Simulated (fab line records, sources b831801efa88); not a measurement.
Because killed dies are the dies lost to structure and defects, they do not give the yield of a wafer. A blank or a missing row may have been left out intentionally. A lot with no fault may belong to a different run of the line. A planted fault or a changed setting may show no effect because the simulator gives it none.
What tool caused it? || flow sky130 || 6 lots with 18 wafers sampled at 3 steps, on a route of 708 steps

WHAT EACH GAUGE READ, for each wafer
SKY_VT_ADJUST_LVTN_TW_MEAS_21.
{"lot": "L981", "measured": "day 8 18:58", "on": "film_metro-03", "VT_ADJUST_LVTN_2_TW": "188.0 186.9 188.3"}
{"lot": "L983", "measured": "day 9 05:15", "on": "film_metro-03", "VT_ADJUST_LVTN_2_TW": "187.0 187.3 185.1"}
{"lot": "L985", "measured": "day 9 17:04", "on": "film_metro-03", "VT_ADJUST_LVTN_2_TW": "185.8 186.3 186.4"}
{"lot": "L987", "measured": "day 10 10:53", "on": "film_metro-02", "VT_ADJUST_LVTN_2_TW": "165.7 165.5 166.2 165.6 164.9 165.7"}
{"lot": "L997", "measured": "day 13 11:13", "on": "film_metro-02", "VT_ADJUST_LVTN_2_TW": "188.0 187.7 188.9"}
{"lot": "L101", "measured": "day 14 16:04", "on": "film_metro-03", "VT_ADJUST_LVTN_2_TW": "187.2 187.7 186.7"}

EACH LOT AND THE TOOL THAT RAN IT (in order: tool; ch and the chambers of the sampled wafers; start)
{"lot": "L981", "SKY_PWDE_STRIP_09": "plasma_asher-02 ch 0,1, day 4 15:45", "SKY_VT_ADJUST_LVTN_IMPLANT_19": "implanter-03 ch 0, day 8 18:43"}
{"lot": "L983", "SKY_PWDE_STRIP_09": "plasma_asher-04 ch 0,1, day 5 00:23", "SKY_VT_ADJUST_LVTN_IMPLANT_19": "implanter-03 ch 0, day 9 05:02"}
{"lot": "L985", "SKY_PWDE_STRIP_09": "plasma_asher-02 ch 0,1, day 5 10:31", "SKY_VT_ADJUST_LVTN_IMPLANT_19": "implanter-01 ch 0, day 9 16:49"}
{"lot": "L987", "SKY_PWDE_STRIP_09": "plasma_asher-04 ch 0,1, day 6 00:48", "SKY_VT_ADJUST_LVTN_IMPLANT_19": "implanter-01 ch 0, day 10 10:38"}
{"lot": "L997", "SKY_PWDE_STRIP_09": "plasma_asher-02 ch 0,1, day 8 08:49", "SKY_VT_ADJUST_LVTN_IMPLANT_19": "implanter-02 ch 0, day 13 10:59"}
{"lot": "L101", "SKY_PWDE_STRIP_09": "plasma_asher-02 ch 0,1, day 9 09:58", "SKY_VT_ADJUST_LVTN_IMPLANT_19": "implanter-03 ch 0, day 14 15:49"}
- SKY_PWDE_STRIP_09: strips in O2/N2.
- SKY_VT_ADJUST_LVTN_IMPLANT_19

THE ANSWER, worked out from the rows above alone
Rule: what is usual is taken from the lots themselves. Put in order of their means at a reading, lots are off if they are a third of the lots or fewer, leave a main group of 4 or more, and stand apart from it by a gap of 3 or more times the standard deviation of the main group's means; of several such gaps the widest counts. A main group is skipped when, at the precision printed for the reading in the tables above, its means are all equal. Also off: a lot with no number at a reading for which 4 or more lots have one. Any other lot the step has rows for is counted as sound.
Off: at SKY_VT_ADJUST_LVTN_TW_MEAS_21 (VT_ADJUST_LVTN_2_TW), L987. Main group: mean 187.2, sd 0.76.
If a tool, at a process step before that reading, ran all the lots that are off and no sound lot after the first of them, it fits. The gauges at SKY_VT_ADJUST_LVTN_TW_MEAS_21 are tried like those tools. 2 tools fit, plasma_asher-04 at SKY_PWDE_STRIP_09 and implanter-01 at SKY_VT_ADJUST_LVTN_IMPLANT_19, so this cannot tell which one it is.

WHAT THE SIMULATOR HAD INSERTED
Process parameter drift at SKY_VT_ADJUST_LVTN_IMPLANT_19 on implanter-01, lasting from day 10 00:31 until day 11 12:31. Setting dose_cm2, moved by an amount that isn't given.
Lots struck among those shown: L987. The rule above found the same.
